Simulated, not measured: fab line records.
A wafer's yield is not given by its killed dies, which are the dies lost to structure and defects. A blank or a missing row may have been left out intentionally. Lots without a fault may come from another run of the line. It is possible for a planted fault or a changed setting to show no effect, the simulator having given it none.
Comparing a struck lot with a sound one | flow gf180mcu | 14 out of 602 route steps
Sound: the wafers L104.2, L104.3, L104.6. Struck: wafers L110.2, L110.3, L110.6. The cause comes at the end.
Order at every step that has rows: each side's tool, ch and its chambers, its first start. Under that, the readings that differ: sound wafers | struck wafers | difference of the means | sigmas: that difference in standard deviations of wafers without a fault.
alike: same words and numbers on both sides, and readings whose means sit less than 2 such deviations apart. not compared: any withheld reading, any reading some wafer has no value for, any bound like >300 that may hide the same value, and any number with overlapping values for which the record gives no deviation.
A row with sigmas, a row that says differs or no value, or rows on one side alone: a step with any of these is where the two part. Numbers that don't overlap but have no deviation are shown without sigmas and don't part them. A reading that every wafer of one side lacks parts them only if that side has two wafers or more.

GF_V3_CMP_26: polishes, stops on SiO2, t overpolish 15 s, target thk 0 nm.
  sound on cmp-01 ch 0,1,2, day 24 04:21; struck on cmp-02 ch 0,2, day 25 20:02
  alike: motor-current-A, overpolish-run-s, platen-rpm, time-to-endpoint-s
GF_M4_SPUTTER_00: material Ti, target thk 37.5 nm, time 150 s.
  sound on pvd-sputter-03 at day 24 04:33; struck on pvd-sputter-04 at day 25 20:20
  alike: throttle-valve-pct
then, 1 step without rows for these wafers: GF_M4_SPUTTER_01 (material TiN, target thk 30 nm, time 25 s).
GF_M4_SPUTTER_02: material AlCu, target thk 450 nm, time 23.9 s.
  sound on pvd-sputter-03 at day 24 04:41; struck on pvd-sputter-04 at day 25 20:28
  alike: throttle-valve-pct
GF_M4_SPUTTER_03: material Ti, target thk 10 nm, time 6.7 s.
  sound on pvd-sputter-03 at day 24 04:43; struck on pvd-sputter-04 at day 25 20:29
  alike: throttle-valve-pct
GF_M4_SPUTTER_04: material TiN, target thk 50 nm, time 41.7 s.
  sound on pvd-sputter-03 at day 24 04:44; struck on pvd-sputter-04 at day 25 20:31
  alike: throttle-valve-pct
GF_M4_RS_MEAS_05: measures by four-point-probe.
  sound on film-metro-03 at day 24 04:47; struck on film-metro-04 at day 25 20:34
  alike: M4_ALCU_RS
GF_M4_THK_MEAS_06: measures by xrf.
  sound on film-metro-03 at day 24 04:54; struck on film-metro-04 at day 25 20:41
  alike: M4_ALCU_THK
then, 4 steps without rows for these wafers: GF_M4_DEHYDRATE_07 (time 60 s); GF_M4_HMDS_08 (prime time 60 s); GF_M4_COAT_09 (resist thk 1000 nm); GF_M4_SOFTBAKE_10 (time 60 s).
GF_M4_EXPOSE_11: exposes mask Metal4, target cd 280 nm.
  sound on krf-scanner-01 ch 0, day 24 16:06; struck on krf-scanner-01, day 26 06:38
  no value came back on the struck wafers for exposure-dose-mJ-cm2, focus-offset-nm (nm), sigma-outer; on the sound wafers exposure-dose-mJ-cm2 reads 27.981 28.022 27.980
  alike: mask
then, 1 step without rows for these wafers: GF_M4_PEB_12 (peb time 90 s).

## WHERE THEY PART
At GF_M4_EXPOSE_11 and nowhere else, as far as this record goes.

WHY: whatever the simulator had introduced
Whole step skipped at GF_M4_EXPOSE_11 on krf-scanner-01, starting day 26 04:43. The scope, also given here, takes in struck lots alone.
